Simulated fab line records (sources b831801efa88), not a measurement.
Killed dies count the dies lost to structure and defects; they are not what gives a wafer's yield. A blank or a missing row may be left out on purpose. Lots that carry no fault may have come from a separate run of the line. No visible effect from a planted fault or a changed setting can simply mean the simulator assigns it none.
fab line records	flow sky130
[record] lots = 24	wafers = 72	last_day = 50
route steps=708 shown VIA2@509 CAPM@549 METAL3@569 VIA3@593 METAL4@601
lots untouched by any fault: they come from a run of this same line in which no faults occurred
start_h: hours from the record's first day to the start of the lot's first wafer shown	wait_h: time in hours since the lot's previous step	" as in the row above	L1.1+2: one row covering several wafers at once	- no value present, or no start provided	* or withheld: withheld	< > ~ a bound
route shown NAME@n: names a module that has steps shown in the file, with the first one's number in the route	usual: average and standard deviation across the fault-free wafers	same: alike in all rows	chamber/n: place in a boat	sites: the reading at each site	_std_site: the standard deviation of these	_edge_site: mean of outer sites minus mean of inner sites	radius_mm: how far each site lies from the wafer's centre	mask NAME#n: copy n	behind: tool/chamber where the wafer was last shaped	hold: reason for holding the lot/hours on hold/outcome of the hold	device: whichever transistor did not switch (one of n, p or np)	end of line: the route-end tests of the same wafers	a step with no rows: only its recipe	killed: at the first sort, the dies lost to defects and structure; wafer yield is something else	map: a wafer's dies, marking killed ones x, the rest . and places with no die _
set.NAME: setting as actually run; set.NAME@STEP: the setting as run at that earlier step	model.NAME: the simulator's own value behind a step, which no gauge read
one table for each step of the route and one row for each wafer, over a sample of lots
services: the hour from which a tool's chamber was out of use, counted from the record's first day as start_h (under 0 if before that day), plus the number of hours and why
[[steps]]
[step SKY_VIA2_CMP_02]
[recipe] material = SiO2	down_force_psi = 4	platen_rpm = 60	pad_velocity_m_s = 0.94248
[usual] motor_current_A = 12.4/1.4
lot.wafer	tool	chamber	start_h	wait_h	motor_current_A
L074.3	cmp-02	1	815.44	0.0	11.2
L074.2	"	3	"	"	16.4
L074.4	"	0	"	"	11.6
L075.1	cmp-01	1	824.39	0.1	12.0
L075.3	"	0	"	"	11.9
L075.5	"	2	"	"	12.6
L076.1	cmp-01	2	828.18	0.1	13.5
L076.2	"	0	"	"	11.1
L076.3	"	1	"	"	11.9
L077.3	cmp-02	0	842.58	0.0	11.7
L077.2	"	1	"	"	11.1
L077.4	"	3	"	"	16.0
L078.3	cmp-01	1	850.92	0.0	11.6
L078.2	"	0	"	"	11.8
L078.5	"	2	"	"	13.0
L079.3	cmp-02	0	851.88	0.0	11.7
L079.1	"	2	"	"	13.4
L079.6	"	1	"	"	11.6
L080.4	cmp-01	2	868.43	0.0	13.3
L080.1	"	3	"	"	11.4
L080.3	"	0	"	"	11.4
L081.1	cmp-01	3	876.23	0.1	11.0
L081.4	"	0	"	"	11.4
L081.3	"	2	"	"	12.7
L082.4	cmp-02	0	881.10	0.2	11.3
L082.6	"	1	"	"	11.0
L082.5	"	2	"	"	13.7
L083.2	cmp-01	3	890.43	0.0	10.7
L083.1	"	1	"	"	13.0
L083.4	"	2	"	"	13.4
L084.2	cmp-01	0	897.87	0.0	11.4
L084.6	"	0	"	"	12.1
L084.5	"	1	"	"	12.3
L085.1	cmp-01	0	906.46	0.1	11.2
L085.4	"	1	"	"	12.0
L085.5	"	0	"	"	11.5
L086.2	cmp-02	1	915.31	0.0	11.6
L086.4	"	2	"	"	13.3
L086.3	"	3	"	"	15.2
L087.4	cmp-01	1	927.69	0.2	12.4
L087.6	"	2	"	"	12.9
L087.5	"	3	"	"	11.1
L089.3	cmp-02	2	930.64	0.0	13.8
L089.1	"	3	"	"	15.5
L089.6	"	3	"	"	15.4
L088.3	cmp-01	3	934.04	0.1	11.2
L088.5	"	1	"	"	12.5
L088.6	"	2	"	"	12.9
L091.1	cmp-01	1	950.23	0.1	11.9
L091.2	"	2	"	"	13.3
L091.5	"	1	"	"	12.4
L092.1	cmp-01	3	953.05	0.3	11.6
L092.3	"	1	"	"	12.7
L092.6	"	0	"	"	10.5
L090.2	cmp-02	1	953.58	0.1	11.4
L090.3	"	2	"	"	13.9
L090.5	"	0	"	"	11.5
L093.3	cmp-02	2	959.40	0.2	14.5
L093.5	"	3	"	"	15.8
L093.6	"	0	"	"	11.5
L094.2	cmp-02	2	965.70	0.0	13.5
L094.3	"	3	"	"	15.7
L094.4	"	0	"	"	11.3
L095.1	cmp-02	0	973.53	0.1	12.3
L095.6	"	3	"	"	15.4
L095.5	"	0	"	"	11.5
L096.2	cmp-01	2	977.53	0.1	12.7
L096.4	"	3	"	"	11.5
L096.6	"	0	"	"	10.9
L097.1	cmp-02	1	983.75	0.1	11.2
L097.3	"	3	"	"	15.5
L097.6	"	1	"	"	11.4
[step SKY_VIA2_CD_MEAS_12]
[recipe] target_cd_nm = 200
[usual] cd_nm = 199.5/1.3
lot.wafer	tool	chamber	start_h	wait_h	cd_nm
L074.2	cd_sem-01	-	842.84	-	199.7
L074.3	"	-	"	"	200.7
L074.4	"	-	"	"	198.3
L075.1	cd_sem-01	-	851.51	-	199.0
L075.3	"	-	"	"	198.5
L075.5	"	-	"	"	198.4
L076.1	cd_sem-01	-	854.22	-	201.0
L076.2	"	-	"	"	199.7
L076.3	"	-	"	"	200.6
L077.2	cd_sem-01	-	869.23	-	201.1
L077.3	"	-	"	"	198.9
L077.4	"	-	"	"	200.9
L078.2	cd_sem-01	-	876.79	-	199.9
L078.3	"	-	"	"	201.3
L078.5	"	-	"	"	200.9
L079.1	cd_sem-02	-	878.92	-	196.9
L079.3	"	-	"	"	196.9
L079.6	"	-	"	"	195.2
L080.1	cd_sem-01	-	895.07	-	199.6
L080.3	"	-	"	"	200.3
L080.4	"	-	"	"	200.2
L081.1	cd_sem-02	-	902.66	-	199.9
L081.3	"	-	"	"	200.3
L081.4	"	-	"	"	198.5
L082.4	cd_sem-02	-	907.58	-	199.7
L082.5	"	-	"	"	199.4
L082.6	"	-	"	"	198.8
L083.1	cd_sem-01	-	915.97	-	199.8
L083.2	"	-	"	"	200.4
L083.4	"	-	"	"	201.2
L084.2	cd_sem-01	-	922.54	-	200.5
L084.5	"	-	"	"	198.8
L084.6	"	-	"	"	200.5
L085.1	cd_sem-01	-	932.07	-	200.0
L085.4	"	-	"	"	199.9
L085.5	"	-	"	"	200.7
L086.2	cd_sem-02	-	940.14	-	200.0
L086.3	"	-	"	"	200.8
L086.4	"	-	"	"	199.6
L087.4	cd_sem-01	-	952.82	-	197.6
L087.5	"	-	"	"	198.1
L087.6	"	-	"	"	197.4
L089.1	cd_sem-02	-	955.86	-	201.3
L089.3	"	-	"	"	202.1
L089.6	"	-	"	"	202.1
L088.3	cd_sem-02	-	959.05	-	199.6
L088.5	"	-	"	"	198.4
L088.6	"	-	"	"	198.4
L091.1	cd_sem-01	-	974.97	-	199.7
L091.2	"	-	"	"	201.5
L091.5	"	-	"	"	200.1
L092.1	cd_sem-02	-	976.93	-	198.7
L092.3	"	-	"	"	198.1
L092.6	"	-	"	"	201.3
L090.2	cd_sem-02	-	977.79	-	199.4
L090.3	"	-	"	"	199.7
L090.5	"	-	"	"	198.5
L093.3	cd_sem-02	-	983.21	-	200.5
L093.5	"	-	"	"	201.1
L093.6	"	-	"	"	200.3
L094.2	cd_sem-01	-	989.13	-	199.6
L094.3	"	-	"	"	200.5
L094.4	"	-	"	"	198.9
L095.1	cd_sem-01	-	997.38	-	197.9
L095.5	"	-	"	"	196.9
L095.6	"	-	"	"	197.3
L096.2	cd_sem-01	-	1001.13	-	199.8
L096.4	"	-	"	"	198.2
L096.6	"	-	"	"	199.3
L097.1	cd_sem-02	-	1007.41	-	200.9
L097.3	"	-	"	"	199.4
L097.6	"	-	"	"	199.1
[step SKY_CAPM_OVL_MEAS_12]
[usual] CAPM_OVL = 1.4/1.5
lot.wafer	tool	chamber	start_h	wait_h	CAPM_OVL[nm]
L074.2	overlay-02	-	870.78	0.1	1.2
L074.3	"	-	"	"	1.0
L074.4	"	-	"	"	2.2
L075.1	overlay-02	-	879.76	0.1	1.5
L075.3	"	-	"	"	1.9
L075.5	"	-	"	"	1.0
L076.1	overlay-01	-	881.96	0.1	1.9
L076.2	"	-	"	"	0.7
L076.3	"	-	"	"	1.3
L077.2	overlay-01	-	897.17	0.1	0.7
L077.3	"	-	"	"	1.7
L077.4	"	-	"	"	-0.2
L078.2	overlay-01	-	905.12	0.1	0.4
L078.3	"	-	"	"	0.1
L078.5	"	-	"	"	0.1
L079.1	overlay-01	-	907.51	0.1	1.8
L079.3	"	-	"	"	0.2
L079.6	"	-	"	"	0.5
L080.1	overlay-02	-	922.08	0.1	2.9
L080.3	"	-	"	"	2.4
L080.4	"	-	"	"	-0.1
L081.1	overlay-01	-	928.91	0.1	0.9
L081.3	"	-	"	"	-0.4
L081.4	"	-	"	"	0.0
L082.4	overlay-01	-	933.64	0.1	2.9
L082.5	"	-	"	"	1.4
L082.6	"	-	"	"	1.2
L083.1	overlay-02	-	941.86	0.1	2.9
L083.2	"	-	"	"	3.2
L083.4	"	-	"	"	3.1
L084.2	overlay-02	-	948.98	0.1	2.4
L084.5	"	-	"	"	2.4
L084.6	"	-	"	"	0.4
L085.1	overlay-01	-	958.66	0.1	0.7
L085.4	"	-	"	"	-0.1
L085.5	"	-	"	"	-1.0
L086.2	overlay-02	-	966.48	0.1	3.1
L086.3	"	-	"	"	2.4
L086.4	"	-	"	"	2.1
L087.4	overlay-02	-	978.94	0.1	-0.3
L087.5	"	-	"	"	1.6
L087.6	"	-	"	"	-1.1
L089.1	overlay-01	-	981.52	0.1	1.9
L089.3	"	-	"	"	2.0
L089.6	"	-	"	"	3.4
L088.3	overlay-02	-	984.48	0.1	3.4
L088.5	"	-	"	"	3.3
L088.6	"	-	"	"	0.8
L091.1	overlay-01	-	1000.07	0.1	0.2
L091.2	"	-	"	"	4.3
L091.5	"	-	"	"	2.0
L092.1	overlay-01	-	1001.98	0.1	-0.5
L092.3	"	-	"	"	0.9
L092.6	"	-	"	"	1.0
L090.2	overlay-02	-	1003.57	0.1	2.9
L090.3	"	-	"	"	4.6
L090.5	"	-	"	"	3.3
L093.3	overlay-01	-	1008.33	0.1	1.3
L093.5	"	-	"	"	-0.2
L093.6	"	-	"	"	-0.4
L094.2	overlay-01	-	1014.48	0.1	-0.1
L094.3	"	-	"	"	2.0
L094.4	"	-	"	"	1.4
L095.1	overlay-01	-	1021.11	0.1	-0.1
L095.5	"	-	"	"	-1.5
L095.6	"	-	"	"	1.8
L096.2	overlay-02	-	1026.13	0.1	2.5
L096.4	"	-	"	"	4.6
L096.6	"	-	"	"	2.9
L097.1	overlay-02	-	1031.66	0.1	1.9
L097.3	"	-	"	"	2.8
L097.6	"	-	"	"	3.0
[step SKY_METAL3_STRIP_19]
[recipe] chemistry = O2/N2	power_w = 1400	pressure_mtorr = 1500	platen_temp_c = withheld	o2_flow_sccm = 3000	n2_flow_sccm = 300	overash_fraction = 0.5
[usual] drypump_motor_current_A = 6.2/0.32	oes_product_au = 0.505/0.0052	strip_time_to_endpoint_s = 6.60/0.066
lot.wafer	tool	chamber	start_h	wait_h	drypump_motor_current_A	oes_product_au	rf_hours_counter_h	strip_time_to_endpoint_s
L074.2	plasma_asher-02	0	898.16	0.1	6.7	0.497	15	6.58
L074.3	"	1	"	"	6.1	0.503	-	6.59
L074.4	"	0	"	"	6.7	0.506	-	6.60
L075.1	plasma_asher-01	0	907.01	0.1	6.0	0.501	79	6.57
L075.3	"	1	"	"	6.4	0.503	-	6.61
L075.5	"	0	"	"	6.0	0.496	-	6.54
L076.1	plasma_asher-04	1	908.84	0.3	5.9	0.509	49	6.57
L076.2	"	0	"	"	5.8	0.499	49	6.59
L076.3	"	1	"	"	5.9	0.500	-	6.53
L077.2	plasma_asher-01	0	923.36	0.1	6.0	0.507	80	6.63
L077.3	"	0	"	"	6.0	0.508	-	6.55
L077.4	"	1	"	"	6.4	0.505	-	6.57
L078.2	plasma_asher-02	1	931.51	0.1	6.1	0.506	18	6.56
L078.3	"	1	"	"	6.1	0.507	-	6.59
L078.5	"	1	"	"	6.1	0.513	-	6.67
L079.1	plasma_asher-02	1	933.93	0.1	6.1	0.499	19	6.65
L079.3	"	0	"	"	6.7	0.508	-	6.71
L079.6	"	1	"	"	6.1	0.510	-	6.63
L080.1	plasma_asher-02	1	947.51	0.2	6.0	0.503	20	6.68
L080.3	"	0	"	"	6.7	0.497	-	6.54
L080.4	"	1	"	"	6.1	0.514	-	6.71
L081.1	plasma_asher-01	1	955.26	0.1	6.4	0.510	84	6.65
L081.3	"	1	"	"	6.4	0.518	-	6.64
L081.4	"	0	"	"	6.0	0.512	-	6.70
L082.4	plasma_asher-04	1	959.59	0.1	5.9	0.507	-	6.66
L082.5	"	1	"	"	6.0	0.504	-	6.54
L082.6	"	0	"	"	5.8	0.514	-	6.58
L083.1	plasma_asher-01	1	967.86	0.1	6.4	0.506	85	6.70
L083.2	"	0	"	"	6.0	0.501	85	6.58
L083.4	"	0	"	"	6.0	0.505	-	6.58
L084.2	plasma_asher-02	0	974.20	0.1	6.7	0.500	22	6.63
L084.5	"	1	"	"	6.1	0.500	-	6.51
L084.6	"	0	"	"	6.7	0.500	-	6.60
L085.1	plasma_asher-02	1	983.56	0.1	6.1	0.502	23	6.58
L085.4	"	0	"	"	6.7	0.508	-	6.70
L085.5	"	1	"	"	6.1	0.501	-	6.62
L086.2	plasma_asher-02	1	990.76	0.1	6.1	0.502	24	6.60
L086.3	"	0	"	"	6.7	0.494	-	6.51
L086.4	"	1	"	"	6.1	0.506	-	6.59
L087.4	plasma_asher-01	0	1004.14	0.1	6.0	0.506	-	6.56
L087.5	"	0	"	"	6.0	0.512	-	6.72
L087.6	"	1	"	"	6.4	0.493	-	6.48
L089.1	plasma_asher-02	1	1006.15	0.1	6.1	0.509	25	6.67
L089.3	"	0	"	"	6.7	0.514	-	6.71
L089.6	"	0	"	"	6.7	0.501	-	6.59
L088.3	plasma_asher-02	0	1009.14	0.1	6.7	0.500	-	6.57
L088.5	"	0	"	"	6.7	0.507	-	6.70
L088.6	"	1	"	"	6.1	0.512	-	6.61
L091.1	plasma_asher-02	1	1023.25	0.1	6.1	0.502	27	6.51
L091.2	"	0	"	"	6.7	0.508	27	6.60
L091.5	"	0	"	"	6.7	0.501	-	6.54
L092.1	plasma_asher-04	0	1026.30	0.1	5.7	0.499	60	6.52
L092.3	"	1	"	"	5.9	0.509	-	6.72
L092.6	"	0	"	"	5.7	0.503	-	6.57
L090.2	plasma_asher-02	1	1027.41	0.1	6.0	0.505	27	6.69
L090.3	"	1	"	"	6.0	0.506	-	6.66
L090.5	"	1	"	"	6.1	0.505	-	6.55
L093.3	plasma_asher-02	1	1032.37	0.1	6.1	0.508	-	6.59
L093.5	"	1	"	"	6.0	0.504	-	6.59
L093.6	"	0	"	"	6.7	0.510	-	6.66
L094.2	plasma_asher-02	0	1038.29	0.1	6.7	0.509	29	6.54
L094.3	"	0	"	"	6.7	0.498	-	6.55
L094.4	"	1	"	"	6.1	0.509	-	6.64
L095.1	plasma_asher-01	0	1044.86	0.1	6.0	0.513	93	6.66
L095.5	"	0	"	"	6.0	0.502	-	6.54
L095.6	"	1	"	"	6.4	0.504	-	6.60
L096.2	plasma_asher-04	1	1049.50	0.1	5.9	0.497	62	6.59
L096.4	"	0	"	"	5.7	0.499	-	6.52
L096.6	"	1	"	"	5.9	0.506	-	6.63
L097.1	plasma_asher-01	0	1055.05	0.1	6.0	0.497	94	6.53
L097.3	"	1	"	"	6.4	0.504	-	6.55
L097.6	"	1	"	"	6.4	0.499	-	6.54
[step SKY_VIA3_SPUTTER_20]
[recipe] material = TiN	target_thk_nm = 20	chamber_pressure_pa = 5	power_w = 3896	time_s = 80
[usual] throttle_valve_pct = 30.2/1
lot.wafer	tool	chamber	start_h	wait_h	throttle_valve_pct
L074.2	pvd_sputter-02	-	924.78	0.0	31.9
L074.3	"	-	"	"	31.7
L074.4	"	-	"	"	31.0
L075.1	pvd_sputter-01	-	934.02	0.0	30.6
L075.3	"	-	"	"	29.1
L075.5	"	-	"	"	30.4
L076.1	pvd_sputter-03	-	934.97	0.0	30.8
L076.2	"	-	"	"	29.5
L076.3	"	-	"	"	29.0
L077.2	pvd_sputter-03	-	951.02	0.0	30.4
L077.3	"	-	"	"	29.1
L077.4	"	-	"	"	29.3
L078.2	pvd_sputter-02	-	958.03	0.0	31.9
L078.3	"	-	"	"	31.6
L078.5	"	-	"	"	32.1
L079.1	pvd_sputter-03	-	960.62	0.0	29.5
L079.3	"	-	"	"	29.4
L079.6	"	-	"	"	30.7
L080.1	pvd_sputter-01	-	972.86	0.0	29.0
L080.3	"	-	"	"	30.4
L080.4	"	-	"	"	31.0
L081.1	pvd_sputter-01	-	981.58	0.0	29.1
L081.3	"	-	"	"	30.7
L081.4	"	-	"	"	30.7
L082.4	pvd_sputter-02	-	985.43	0.0	32.0
L082.5	"	-	"	"	31.0
L082.6	"	-	"	"	28.8
L083.1	pvd_sputter-03	-	993.96	0.0	29.4
L083.2	"	-	"	"	29.3
L083.4	"	-	"	"	29.3
L084.2	pvd_sputter-03	-	999.80	0.0	30.7
L084.5	"	-	"	"	29.1
L084.6	"	-	"	"	29.5
L085.1	pvd_sputter-02	-	1009.55	0.0	31.8
L085.4	"	-	"	"	28.8
L085.5	"	-	"	"	32.0
L086.2	pvd_sputter-02	-	1015.86	0.0	31.9
L086.3	"	-	"	"	31.6
L086.4	"	-	"	"	30.7
L087.4	pvd_sputter-03	-	1028.89	0.0	28.8
L087.5	"	-	"	"	29.2
L087.6	"	-	"	"	29.3
L089.1	pvd_sputter-03	-	1031.59	0.0	29.6
L089.3	"	-	"	"	29.8
L089.6	"	-	"	"	29.0
L088.3	pvd_sputter-03	-	1034.31	0.0	29.7
L088.5	"	-	"	"	29.4
L088.6	"	-	"	"	29.3
L091.1	pvd_sputter-01	-	1047.23	0.0	29.1
L091.2	"	-	"	"	30.1
L091.5	"	-	"	"	30.2
L092.1	pvd_sputter-02	-	1051.39	0.0	31.8
L092.3	"	-	"	"	30.9
L092.6	"	-	"	"	31.5
L090.2	pvd_sputter-02	-	1051.90	0.0	30.9
L090.3	"	-	"	"	29.1
L090.5	"	-	"	"	31.8
L093.3	pvd_sputter-03	-	1056.77	0.0	29.3
L093.5	"	-	"	"	28.9
L093.6	"	-	"	"	30.6
L094.2	pvd_sputter-01	-	1061.88	0.0	31.0
L094.3	"	-	"	"	29.0
L094.4	"	-	"	"	29.0
L095.1	pvd_sputter-01	-	1069.08	0.0	29.0
L095.5	"	-	"	"	30.7
L095.6	"	-	"	"	30.7
L096.2	pvd_sputter-02	-	1072.51	0.0	31.1
L096.4	"	-	"	"	31.6
L096.6	"	-	"	"	31.9
L097.1	pvd_sputter-01	-	1078.31	0.0	30.9
L097.3	"	-	"	"	30.2
L097.6	"	-	"	"	30.8
[step SKY_METAL4_SPUTTER_03]
[recipe] material = Ti	target_thk_nm = 5	power_w = 3000	time_s = 3.3	chamber_pressure_pa = 0.4
[usual] throttle_valve_pct = 30.4/1.1
lot.wafer	tool	chamber	start_h	wait_h	throttle_valve_pct
L074.2	pvd_sputter-04	-	925.53	0.0	30.5
L074.3	"	-	"	"	30.9
L074.4	"	-	"	"	29.6
L075.1	pvd_sputter-02	-	934.77	0.0	32.2
L075.3	"	-	"	"	31.9
L075.5	"	-	"	"	30.7
L076.1	pvd_sputter-02	-	935.72	0.0	31.7
L076.2	"	-	"	"	31.9
L076.3	"	-	"	"	30.9
L077.2	pvd_sputter-02	-	951.78	0.0	31.6
L077.3	"	-	"	"	28.9
L077.4	"	-	"	"	31.9
L078.2	pvd_sputter-02	-	958.78	0.0	29.1
L078.3	"	-	"	"	32.1
L078.5	"	-	"	"	29.2
L079.1	pvd_sputter-02	-	961.38	0.0	31.9
L079.3	"	-	"	"	30.8
L079.6	"	-	"	"	30.8
L080.1	pvd_sputter-03	-	973.61	0.0	29.4
L080.3	"	-	"	"	30.8
L080.4	"	-	"	"	29.6
L081.1	pvd_sputter-03	-	982.45	0.0	30.3
L081.3	"	-	"	"	29.1
L081.4	"	-	"	"	29.6
L082.4	pvd_sputter-04	-	986.30	0.0	30.0
L082.5	"	-	"	"	30.8
L082.6	"	-	"	"	30.4
L083.1	pvd_sputter-02	-	994.71	0.0	31.9
L083.2	"	-	"	"	31.2
L083.4	"	-	"	"	29.0
L084.2	pvd_sputter-04	-	1000.55	0.0	29.9
L084.5	"	-	"	"	30.6
L084.6	"	-	"	"	30.1
L085.1	pvd_sputter-02	-	1010.30	0.0	31.1
L085.4	"	-	"	"	31.6
L085.5	"	-	"	"	29.1
L086.2	pvd_sputter-03	-	1016.61	0.0	28.8
L086.3	"	-	"	"	30.7
L086.4	"	-	"	"	29.6
L087.4	pvd_sputter-02	-	1029.64	0.0	28.7
L087.5	"	-	"	"	32.0
L087.6	"	-	"	"	31.8
L089.1	pvd_sputter-03	-	1032.35	0.0	29.4
L089.3	"	-	"	"	29.3
L089.6	"	-	"	"	29.3
L088.3	pvd_sputter-03	-	1035.08	0.0	29.4
L088.5	"	-	"	"	30.7
L088.6	"	-	"	"	29.2
L091.1	pvd_sputter-03	-	1047.99	0.0	29.3
L091.2	"	-	"	"	29.2
L091.5	"	-	"	"	30.6
L092.1	pvd_sputter-03	-	1052.14	0.0	29.7
L092.3	"	-	"	"	29.5
L092.6	"	-	"	"	29.4
L090.2	pvd_sputter-03	-	1052.65	0.0	29.4
L090.3	"	-	"	"	30.8
L090.5	"	-	"	"	29.6
L093.3	pvd_sputter-02	-	1057.52	0.0	30.8
L093.5	"	-	"	"	28.9
L093.6	"	-	"	"	31.0
L094.2	pvd_sputter-02	-	1062.63	0.0	31.9
L094.3	"	-	"	"	32.0
L094.4	"	-	"	"	30.8
L095.1	pvd_sputter-02	-	1069.83	0.0	32.1
L095.5	"	-	"	"	28.9
L095.6	"	-	"	"	30.9
L096.2	pvd_sputter-02	-	1073.27	0.0	32.0
L096.4	"	-	"	"	31.5
L096.6	"	-	"	"	28.8
L097.1	pvd_sputter-02	-	1079.07	0.0	29.1
L097.3	"	-	"	"	31.9
L097.6	"	-	"	"	31.1
[[services]]
tool	chamber	start_h	hours	kind
plasma_asher-02	-	796.75	3.8	repair
pvd_sputter-03	-	799.32	3.9	repair
cmp-02	-	806.58	1.6	repair
pvd_sputter-01	-	809.58	3.2	repair
pvd_sputter-03	-	809.70	5.5	repair
cmp-02	-	810.17	1.5	repair
cmp-01	-	829.90	1.3	repair
pvd_sputter-02	-	836.35	0.5	repair
cmp-02	-	870.54	8.1	pm
cmp-01	-	880.15	4.1	repair
cmp-01	-	880.38	0.6	repair
pvd_sputter-03	-	888.46	4.6	repair
pvd_sputter-03	-	910.81	6.7	repair
cmp-01	-	912.00	4.0	pm
cmp-02	-	919.95	2.6	repair
pvd_sputter-03	-	939.89	1.8	repair
cmp-02	-	943.32	1.4	repair
pvd_sputter-03	-	968.84	0.6	repair
plasma_asher-02	-	993.85	2.8	pm
cmp-02	-	998.19	0.5	repair
cmp-01	-	1011.66	0.6	repair
cmp-01	-	1012.09	4.8	repair
cmp-02	-	1036.57	3.5	pm
plasma_asher-02	-	1051.52	14.6	pm
[[key]]
fault none
